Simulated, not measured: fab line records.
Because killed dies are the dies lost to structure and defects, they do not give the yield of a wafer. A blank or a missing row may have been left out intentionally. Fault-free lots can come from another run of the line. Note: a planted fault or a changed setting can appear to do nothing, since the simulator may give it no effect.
fab line records	flow sky130
record lots=6	wafers=17	last-day=49
route steps=708 shown CONTACT@418 PAD_OPEN@708
lots untouched by any fault: they come from a run of this same line in which no faults occurred
start-h: start of the lot's first displayed wafer, in hours after the record's first day	wait-h: hours elapsed since this lot's preceding step	" as in the row above	L1.1+2: one row covering several wafers at once	- no value, or no start was given	* or withheld: withheld	< > ~ a bound
route shown NAME@n: names a module that has steps shown in the file, with the first one's number in the route	usual: the fault-free wafers' mean and standard deviation	same: alike in all rows	chamber/n: place in a boat	sites: readings site by site	_std_site: the standard deviation of these	_edge_site: mean of outer sites minus mean of inner sites	radius-mm: how far each site lies from the wafer's centre	mask NAME#n: copy n	behind: the tool/chamber that last shaped the wafer	hold: why the lot went on hold/how many hours it stayed there/how the hold came to an end	device: which transistor (n, p or np) failed to switch	end of line: tests run on the same wafers once the route is complete	a step given without rows: its recipe and nothing more	killed: dies that structure and defects cost at the first sort, which is not the same as the wafer's yield	map: dies across one wafer; x = killed, . = not, _ = none there
set.NAME: the setting as run; set.NAME@STEP: as run at that earlier step	model.NAME: the simulator's own value behind a step, which no gauge read
lots seen at some steps along the route; tables by step, rows by wafer
services: from which hour (start-h, from the record's first day; less than 0 if before it) a tool's chamber was out of use, for how many hours, and why
## steps
# step SKY_CONTACT_PEB_12
# recipe peb-temp-c=withheld	peb-time-s=withheld	resist=KrF-thick
# step SKY_CONTACT_DEVELOP_13
# recipe develop-time-s=60	resist=KrF-thick	dev-temp-c=21
# step SKY_CONTACT_CD_MEAS_14
# recipe target-cd-nm=170
# usual cd-nm=170.1/1.7
lot.wafer	tool	chamber	start-h	wait-h	cd-nm
L742.4	cd-sem-02	-	782.38	-	170.7
L742.5	"	-	"	"	169.5
L742.6	"	-	"	"	170.2
L744.1	cd-sem-02	-	802.94	-	169.8
L744.5	"	-	"	"	168.3
L744.6	"	-	"	"	169.1
L745.1	cd-sem-02	-	803.33	-	173.4
L745.2	"	-	"	"	172.0
L745.4	"	-	"	"	174.3
L752.1	cd-sem-02	-	858.52	-	168.6
L752.6	"	-	"	"	166.6
L754.3	cd-sem-02	-	868.63	-	170.4
L754.5	"	-	"	"	170.5
L754.6	"	-	"	"	171.6
L758.1	cd-sem-02	-	887.44	-	171.3
L758.4	"	-	"	"	171.2
L758.5	"	-	"	"	171.9
# step SKY_CONTACT_OVL_MEAS_15
# usual CONTACT_OVL=1/5.1
lot.wafer	tool	chamber	start-h	wait-h	CONTACT_OVL[nm]
L742.4	overlay-01	-	782.46	0.1	2
L742.5	"	-	"	"	3
L742.6	"	-	"	"	3
L744.1	overlay-01	-	803.06	0.1	-6
L744.5	"	-	"	"	5
L744.6	"	-	"	"	3
L745.1	overlay-02	-	803.45	0.1	7
L745.2	"	-	"	"	5
L745.4	"	-	"	"	10
L752.1	overlay-02	-	858.64	0.1	-9
L752.6	"	-	"	"	1
L754.3	overlay-01	-	868.72	0.1	1
L754.5	"	-	"	"	-1
L754.6	"	-	"	"	-8
L758.1	overlay-01	-	887.56	0.1	-7
L758.4	"	-	"	"	-1
L758.5	"	-	"	"	-4
# step SKY_CONTACT_ETCH_16
# recipe chemistry=N2/H2	target=BARC	ion-energy-ev=200	source-w=500	bias-w=100	pressure-mtorr=30	n2-flow-sccm=100	h2-flow-sccm=200	stop-on=SiO2	time-s=45.9	target-depth-a=600
# usual drypump-motor-current-A=5.6/0.42	n2-flow-sccm=100.1/0.3	oes-product-au=0.855/0.0053	throttle-valve-pct=13.225/0.0096
lot.wafer	tool	chamber	start-h	wait-h	drypump-motor-current-A	n2-flow-sccm	oes-product-au	rf-hours-counter-h	throttle-valve-pct
L742.4	rie-diel-02	3	782.48	0.0	5.9	99.8	0.851	18	13.217
L742.5	"	1	"	"	6.2	100.4	0.842	-	13.217
L742.6	"	0	"	"	5.5	100.4	0.851	-	13.215
L744.1	rie-diel-03	1	803.09	0.0	6.3	99.6	0.856	3	13.219
L744.5	"	1	"	"	6.3	99.8	0.854	-	13.238
L744.6	"	2	"	"	5.4	99.9	0.854	-	13.239
L745.1	rie-diel-02	2	803.49	0.0	5.3	100.2	0.851	3	13.213
L745.2	"	1	"	"	6.2	100.5	0.855	2	13.224
L745.4	"	3	"	"	5.9	100.2	0.843	19	13.229
L752.1	rie-diel-03	1	858.68	0.0	6.3	100.2	0.843	5	13.210
L752.6	"	3	"	"	5.6	99.8	0.850	-	13.251
L754.3	rie-diel-04	1	868.74	0.0	5.4	100.0	0.844	5	13.235
L754.5	"	1	"	"	5.4	100.0	0.848	-	13.240
L754.6	"	0	"	"	4.9	100.0	0.856	-	13.229
L758.1	rie-diel-04	2	887.59	0.0	5.5	99.9	0.856	10	13.217
L758.4	"	3	"	"	6.3	100.5	0.844	-	13.233
L758.5	"	1	"	"	5.4	100.2	0.853	-	13.228
# step SKY_CONTACT_ETCH_17
# recipe target=SiO2	chemistry=C4F8/O2/Ar	stop-on=Si3N4	mask-material=KrF-thick	source-w=1500	bias-w=1200	pressure-mtorr=40	c4f8-flow-sccm=withheld	O2_flow_sccm=6	Ar_flow_sccm=300	time-s=withheld	target-depth-a=3400
# usual oes-product-au=0.891/0.0053
lot.wafer	tool	chamber	start-h	wait-h	oes-product-au
L742.4	rie-diel-02	3	782.52	0.0	0.893
L742.5	"	1	"	"	0.891
L742.6	"	0	"	"	0.889
L744.1	rie-diel-03	1	803.13	0.0	0.898
L744.5	"	1	"	"	0.889
L744.6	"	2	"	"	0.891
L745.1	rie-diel-02	2	803.53	0.0	0.888
L745.2	"	1	"	"	0.887
L745.4	"	3	"	"	0.885
L752.1	rie-diel-03	1	858.72	0.0	0.883
L752.6	"	3	"	"	0.892
L754.3	rie-diel-04	1	868.79	0.0	0.896
L754.5	"	1	"	"	0.889
L754.6	"	0	"	"	0.897
L758.1	rie-diel-04	2	887.64	0.0	0.879
L758.4	"	3	"	"	0.883
L758.5	"	1	"	"	0.888
# step SKY_CONTACT_ETCH_18
# recipe target=Si3N4	chemistry=CHF3/O2	stop-on=TiN	source-w=600	bias-w=200	pressure-mtorr=40	chf3-flow-sccm=50	O2_flow_sccm=5	time-s=39	target-depth-a=750
# step SKY_CONTACT_STRIP_19
# recipe chemistry=O2/N2	power-w=1400	pressure-mtorr=1500	platen-temp-c=withheld	o2-flow-sccm=3000	n2-flow-sccm=300	overash-fraction=0.5
# usual drypump-motor-current-A=5.7/0.38	n2-flow-sccm=299.9/0.86	oes-product-au=0.381/0.005	strip-time-to-endpoint-s=3.616/0.023
# same overash-fraction=0.5
lot.wafer	tool	chamber	start-h	wait-h	drypump-motor-current-A	n2-flow-sccm	oes-product-au	rf-hours-counter-h	strip-time-to-endpoint-s
L742.4	plasma-asher-04	0	782.64	-	5.4	300.0	0.374	-	3.631
L742.5	"	1	"	"	5.8	300.0	0.373	-	3.623
L742.6	"	0	"	"	5.3	299.6	0.382	-	3.626
L744.1	plasma-asher-04	0	803.22	-	5.3	300.0	0.389	100	3.575
L744.5	"	0	"	"	5.3	300.4	0.379	-	3.585
L744.6	"	1	"	"	5.8	299.4	0.381	-	3.573
L745.1	plasma-asher-01	1	803.62	-	6.0	299.6	0.381	4	3.650
L745.2	"	0	"	"	5.6	299.1	0.373	4	3.618
L745.4	"	1	"	"	6.0	299.8	0.383	-	3.583
L752.1	plasma-asher-04	1	858.81	-	5.8	300.6	0.373	106	3.607
L752.6	"	0	"	"	5.3	300.7	0.394	-	3.642
L754.3	plasma-asher-04	1	868.91	-	5.8	302.0	0.381	-	3.645
L754.5	"	1	"	"	5.8	302.2	0.388	-	3.637
L754.6	"	0	"	"	5.3	300.1	0.383	-	3.667
L758.1	plasma-asher-01	1	887.73	-	6.0	299.7	0.375	13	3.599
L758.4	"	1	"	"	6.0	300.2	0.384	-	3.594
L758.5	"	0	"	"	5.6	300.1	0.377	-	3.643
# step SKY_CONTACT_STRIP_20
# recipe chemistry=post-etch-residue-remover	time-s=1200	temp-c=72.5
# step SKY_CONTACT_CLEAN_21
# recipe chemistry=IPA	time-s=180	temp-c=25
# step SKY_CONTACT_CLEAN_22
# recipe chemistry=O3/DIW	dry=n2-spin
# step SKY_CONTACT_SPUTTER_23
# recipe material=TiN	target-thk-nm=20	chamber-pressure-pa=5	power-w=4000	time-s=80
# usual throttle-valve-pct=30.1/0.94
lot.wafer	tool	chamber	start-h	wait-h	throttle-valve-pct
L742.4	pvd-sputter-03	-	783.22	0.0	30.7
L742.5	"	-	"	"	31.9
L742.6	"	-	"	"	30.7
L744.1	pvd-sputter-03	-	803.89	0.0	29.7
L744.5	"	-	"	"	30.4
L744.6	"	-	"	"	30.7
L745.1	pvd-sputter-02	-	804.21	0.0	29.6
L745.2	"	-	"	"	28.4
L745.4	"	-	"	"	30.1
L752.1	pvd-sputter-01	-	859.44	0.0	30.9
L752.6	"	-	"	"	30.3
L754.3	pvd-sputter-02	-	869.50	0.0	28.2
L754.5	"	-	"	"	29.3
L754.6	"	-	"	"	30.4
L758.1	pvd-sputter-02	-	888.39	0.0	30.8
L758.4	"	-	"	"	29.3
L758.5	"	-	"	"	30.1
# step SKY_CONTACT_CVD_24
# recipe material=W	target-thk-nm=340	time-s=102.12	temp-c=400	pressure-torr=40
# usual heater-power-w=865/34
lot.wafer	tool	chamber	start-h	wait-h	heater-power-w	since-wet-clean-h	model.W_of_CONTACT_CVD_24.thk-nm
L742.4	cvd-w-02	1	783.32	0.1	868	-	332.7
L742.5	"	1	"	"	863	-	334.4
L742.6	"	0	"	"	877	-	334.9
L744.1	cvd-w-02	1	803.95	0.0	860	900	344.8
L744.5	"	0	"	"	900	-	344.4
L744.6	"	1	"	"	852	-	343.1
L745.1	cvd-w-01	0	804.27	0.0	809	400	340.4
L745.2	"	1	"	"	907	400	339
L745.4	"	0	"	"	829	-	340.9
L752.1	cvd-w-01	0	859.50	0.0	832	456	322.4
L752.6	"	0	"	"	835	-	339
L754.3	cvd-w-01	1	869.60	0.1	897	-	316.4
L754.5	"	0	"	"	815	-	334.9
L754.6	"	1	"	"	898	-	334.2
L758.1	cvd-w-02	0	888.45	0.0	892	984	337.7
L758.4	"	1	"	"	869	-	341.5
L758.5	"	0	"	"	895	-	340.7
# step SKY_CONTACT_RS_MEAS_25
# recipe thk-meas-gauge=four-point-probe	reads=W_of_CONTACT_CVD_24+TiN_of_CONTACT_SPUTTER_23
# usual CONTACT_W_RS=0.339/0.004
lot.wafer	tool	chamber	start-h	wait-h	CONTACT_W_RS[ohm/sq]
L742.4	film-metro-01	-	783.45	0.1	0.345
L742.5	"	-	"	"	0.344
L742.6	"	-	"	"	0.344
L744.1	film-metro-03	-	804.06	0.1	0.332
L744.5	"	-	"	"	0.333
L744.6	"	-	"	"	0.334
L745.1	film-metro-01	-	804.38	0.1	0.338
L745.2	"	-	"	"	0.339
L745.4	"	-	"	"	0.337
L752.1	film-metro-01	-	859.72	0.2	0.357
L752.6	"	-	"	"	0.338
L754.3	film-metro-01	-	869.71	0.1	0.364
L754.5	"	-	"	"	0.343
L754.6	"	-	"	"	0.343
L758.1	film-metro-03	-	888.56	0.1	0.339
L758.4	"	-	"	"	0.336
L758.5	"	-	"	"	0.337
# step SKY_CONTACT_THK_MEAS_26
# recipe thk-meas-gauge=xrf	reads=W_of_CONTACT_CVD_24
# usual CONTACT_W_THK=342/4.9
lot.wafer	tool	chamber	start-h	wait-h	CONTACT_W_THK[nm]
L742.4	film-metro-01	-	783.54	0.1	340
L742.5	"	-	"	"	340
L742.6	"	-	"	"	341
L744.1	film-metro-03	-	804.18	0.1	350
L744.5	"	-	"	"	348
L744.6	"	-	"	"	348
L745.1	film-metro-01	-	804.50	0.1	349
L745.2	"	-	"	"	350
L745.4	"	-	"	"	350
L752.1	film-metro-01	-	859.84	0.1	326
L752.6	"	-	"	"	342
L754.3	film-metro-01	-	869.81	0.1	321
L754.5	"	-	"	"	342
L754.6	"	-	"	"	338
L758.1	film-metro-03	-	888.68	0.1	338
L758.4	"	-	"	"	343
L758.5	"	-	"	"	343
# step SKY_CONTACT_CMP_27
# recipe stop-on=SiO2	t-overpolish-s=15	down-force-psi=3.5	platen-rpm=60	target-thk-nm=0	pad-velocity-m-s=0.94248
# usual motor-current-A=11.2/1.6	overpolish-run-s=14.999/0.0088	retaining-ring-pressure-frac=1.000/0.0048	slurry-flow-ml-min=150.0/0.47	time-to-endpoint-s=81/3.6
lot.wafer	tool	chamber	start-h	wait-h	motor-current-A	overpolish-run-s	retaining-ring-pressure-frac	slurry-flow-ml-min	time-to-endpoint-s
L742.4	cmp-01	0	783.72	0.2	9.2	15.001	0.992	150.0	80
L742.5	"	1	"	"	11.1	14.996	1.000	150.1	82
L742.6	"	2	"	"	10.5	15.009	0.996	149.6	81
L744.1	cmp-02	0	804.24	0.1	10.1	14.991	1.002	149.4	79
L744.6	"	0	"	"	10.2	15.001	1.004	149.0	79
L744.5	"	1	"	"	11.7	15.012	0.998	149.7	75
L745.4	cmp-02	3	804.61	0.1	9.7	14.990	0.993	150.1	78
L745.2	"	0	"	"	10.5	15.002	1.001	150.6	78
L745.1	"	1	"	"	11.2	14.993	0.999	150.3	81
L752.1	cmp-02	0	859.95	0.1	10.5	15.006	0.998	150.6	78
L752.6	"	3	"	"	9.2	15.005	1.000	150.2	78
L754.3	cmp-01	1	869.85	0.0	11.0	15.002	0.998	149.7	78
L754.6	"	1	"	"	10.7	14.995	1.003	149.7	84
L754.5	"	2	"	"	10.8	14.986	0.999	149.5	83
L758.4	cmp-01	3	888.79	0.1	13.4	14.992	1.004	149.0	81
L758.1	"	1	"	"	10.6	15.009	0.997	149.8	82
L758.5	"	2	"	"	10.5	14.998	1.002	150.9	82
# step SKY_PAD_OPEN_PROBE_99
# usual killed_at_M0_to_M3=43/7.3	killed_at_M4_up=3.2/1.8	killed-at-contacts=24/5.8	killed-at-front-end=16/4.5	killed-at-other=0.3/0.53	killed-dies=87/9.9	killed-open=48/6.8	killed-short=39/6.9
# same gross-dies=492	killed-at-back-side=0
lot.wafer	tool	chamber	start-h	wait-h	killed_at_M0_to_M3	killed_at_M4_up	killed-at-contacts	killed-at-front-end	killed-at-other	killed-dies	killed-open	killed-short
L744.1	prober-01	-	1122.33	0.1	47	3	26	12	1	89	45	44
L744.5	prober-01	-	1122.53	0.2	44	4	30	19	0	97	50	47
L744.6	prober-01	-	1122.58	0.2	39	4	22	20	0	85	50	35
L752.1	prober-01	-	1162.99	0.1	46	6	19	16	1	88	45	43
L752.6	prober-01	-	1163.24	0.2	54	1	28	24	0	107	59	48
L758.1	prober-01	-	1184.83	0.1	39	0	35	15	0	89	49	40
L758.4	prober-01	-	1184.98	0.2	56	1	17	19	0	93	54	39
L758.5	prober-01	-	1185.03	0.2	48	2	26	15	0	91	52	39
# killed by level:class
L744.1 VIA3:geometric-particle:open=9 VIA1:geometric-particle:open=9 CONTACT:geometric-particle:open=8 VIA1:geometric-particle:short=7 LI_CONTACT:geometric-particle:open=6 LOCAL_INTERCONNECT:geometric-particle:short=6 METAL1:geometric-particle:short=5 METAL2:geometric-particle:short=5
L744.5 LI_CONTACT:geometric-particle:open=11 VIA1:geometric-particle:open=9 CONTACT:geometric-particle:open=7 METAL1:geometric-particle:short=6 VIA3:geometric-particle:open=6 FIELD_ISO:geometric-particle:open=5 POLY_GATE:geometric-particle:short=5 FIELD_ISO:geometric-particle:short=4
L744.6 CONTACT:geometric-particle:open=11 VIA1:geometric-particle:open=8 VIA3:geometric-particle:open=7 VIA2:geometric-particle:open=7 POLY_GATE:geometric-particle:open=6 LI_CONTACT:geometric-particle:short=4 LI_CONTACT:geometric-particle:open=4 METAL2:geometric-particle:short=4
L752.1 VIA1:geometric-particle:open=7 VIA2:geometric-particle:open=7 METAL2:geometric-particle:short=7 LI_CONTACT:geometric-particle:open=6 CONTACT:geometric-particle:open=6 METAL1:geometric-particle:short=6 FIELD_ISO:geometric-particle:short=5 VIA3:geometric-particle:open=5
L752.6 CONTACT:geometric-particle:open=14 VIA1:geometric-particle:open=12 LI_CONTACT:geometric-particle:open=10 METAL2:geometric-particle:short=9 FIELD_ISO:geometric-particle:short=8 METAL1:geometric-particle:short=7 POLY_GATE:geometric-particle:short=6 VIA3:geometric-particle:short=6
L758.1 CONTACT:geometric-particle:open=12 VIA1:geometric-particle:open=10 LI_CONTACT:geometric-particle:open=8 METAL2:geometric-particle:short=8 LOCAL_INTERCONNECT:geometric-particle:short=7 CONTACT:geometric-particle:short=7 POLY_GATE:geometric-particle:open=5 VIA2:geometric-particle:open=4
L758.4 VIA1:geometric-particle:open=15 VIA3:geometric-particle:open=12 FIELD_ISO:geometric-particle:short=6 FIELD_ISO:geometric-particle:open=6 VIA1:geometric-particle:short=6 VIA2:geometric-particle:open=6 LOCAL_INTERCONNECT:geometric-particle:short=5 CONTACT:geometric-particle:open=5
L758.5 VIA1:geometric-particle:open=12 LI_CONTACT:geometric-particle:open=7 CONTACT:geometric-particle:open=7 VIA3:geometric-particle:short=7 VIA2:geometric-particle:open=6 POLY_GATE:geometric-particle:open=4 LI_CONTACT:geometric-particle:short=4 METAL1:geometric-particle:open=4
## services
tool	chamber	start-h	hours	kind
cvd-w-02	-	766.53	0.5	repair
pvd-sputter-01	-	768.45	2.1	repair
rie-diel-02	1	769.39	6.9	repair
plasma-asher-01	-	778.12	14.7	pm
pvd-sputter-02	-	788.64	0.7	repair
rie-diel-03	1	794.27	3.6	repair
pvd-sputter-02	-	796.09	1.0	repair
cmp-01	-	802.63	6.8	repair
pvd-sputter-03	-	806.96	1.1	repair
rie-diel-02	-	810.19	2.8	pm
rie-diel-04	0	817.83	17.6	repair
cvd-w-02	0	824.55	13.3	repair
cvd-w-01	0	825.11	5.3	repair
cvd-w-01	1	829.04	9.6	repair
rie-diel-04	3	835.39	-	clean
rie-diel-04	3	835.39	22.9	scheduled-down
rie-diel-04	3	835.39	22.9	vent-cycle
rie-diel-03	3	850.34	2.0	repair
cvd-w-01	1	856.07	4.7	repair
rie-diel-04	2	861.71	1.9	repair
plasma-asher-04	-	870.05	0.7	repair
cvd-w-01	-	870.89	5.2	repair
cmp-01	-	882.57	1.7	repair
rie-diel-04	0	887.55	16.5	repair
## key
first-sign step=SKY_CONTACT_RS_MEAS_25	reading=CONTACT_W_RS	direction=up	sigmas=5.2	usual=0.339	struck=0.360
effect step=SKY_CONTACT_THK_MEAS_26	reading=CONTACT_W_THK	direction=down	sigmas=3.6	usual=342	struck=324
model-effect step=SKY_CONTACT_CVD_24	value=W_of_CONTACT_CVD_24.thk-nm	without=336	struck=319.4
met-at SKY_CONTACT_CVD_24
struck-wafers L752.1,L754.3
tester-left-out L752,L754
onset-between 804.27 859.50
fault kind=process-parameter-drift	tool=cvd-w-01	chamber=-	onset-h=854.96	steps=SKY_CONTACT_CVD_24	channel=target-thk-nm	offset=-16.578	shape=step	end-h=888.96	scope=struck-wafers-only	acts-in=these-recipes-only	stated=340
# tester-left-out: of these lots the tester's yield and bins aren't shown, on N5 and GAA mostly nor the transistor test; their killed dies are dies lost to structure and defects alone, not to doping, threshold or leakage, so they don't give the yield
